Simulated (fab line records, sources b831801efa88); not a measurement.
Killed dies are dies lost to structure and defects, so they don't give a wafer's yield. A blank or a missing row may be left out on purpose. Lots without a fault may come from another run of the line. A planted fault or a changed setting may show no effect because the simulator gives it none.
Which tool did it? | flow sky130 | 15 lots, 45 wafers sampled, at 1 step of a route of 708

WHAT THE GAUGES READ, wafer by wafer
SKY_VIA2_RS_MEAS_22: measures by four-point-probe. Usual: VIA2_W_RS 0.274 ohm/sq, standard deviation 0.005.
lot  | measured     | on            | VIA2_W_RS (ohm/sq) | flag
L765 | day 36 01:20 | film_metro-02 | 0.278 0.280 0.280  |
L768 | day 37 07:39 | film_metro-01 | 0.267 0.276 0.271  |
L766 | day 37 08:59 | film_metro-02 | 0.276 0.264 0.276  |
L767 | day 37 09:50 | film_metro-02 | 0.275 0.275 0.267  |
L769 | day 37 19:52 | film_metro-03 | 0.279 0.280 0.278  |
L770 | day 37 20:52 | film_metro-01 | 0.278 0.273 0.279  |
L771 | day 38 05:40 | film_metro-03 | 0.278 0.270 0.279  |
L772 | day 38 07:59 | film_metro-03 | 0.274 0.274 0.267  |
L778 | day 41 21:14 | film_metro-01 | 0.280 0.280 0.279  |
L781 | day 41 21:59 | film_metro-01 | 0.276 0.273 0.264  |
L783 | day 41 23:10 | film_metro-03 | 0.275 0.274 0.266  |
L780 | day 41 23:44 | film_metro-02 | 0.261 0.273 0.272  |
L784 | day 42 02:28 | film_metro-03 | 0.274 0.274 0.267  |
L785 | day 42 10:50 | film_metro-03 | 0.276 0.275 0.273  |
L787 | day 43 13:28 | film_metro-01 | 0.279 0.270 0.276  |

WHICH TOOL RAN EACH LOT (tool, then ch and the chambers of the sampled wafers, then the start)
The record holds no process step before these readings.

WHAT THE TOOLS THEMSELVES READ (means of the sampled wafers that have a number; where no wafer has one, the mark that the record gives instead)
The record holds no such reading with a usual standard deviation.

THE ANSWER, worked out from the rows above alone
Rule: a lot is off if the mean of its wafers that have a number lies more than 3 standard deviations from the usual mean. A lot without any number at a reading at which 4 lots or more have one is off too. The other lots that the step has rows for count as sound. The gauges are gone through in route order, then the tools' own readings, and for those a lot's mean is taken as printed above. The first step at which some lot is off is used, and at that step the reading that is off furthest; a lot without a number counts as furthest.
No lot is off at any reading shown: from this, nothing can be told.

WHAT THE SIMULATOR HAD PUT IN
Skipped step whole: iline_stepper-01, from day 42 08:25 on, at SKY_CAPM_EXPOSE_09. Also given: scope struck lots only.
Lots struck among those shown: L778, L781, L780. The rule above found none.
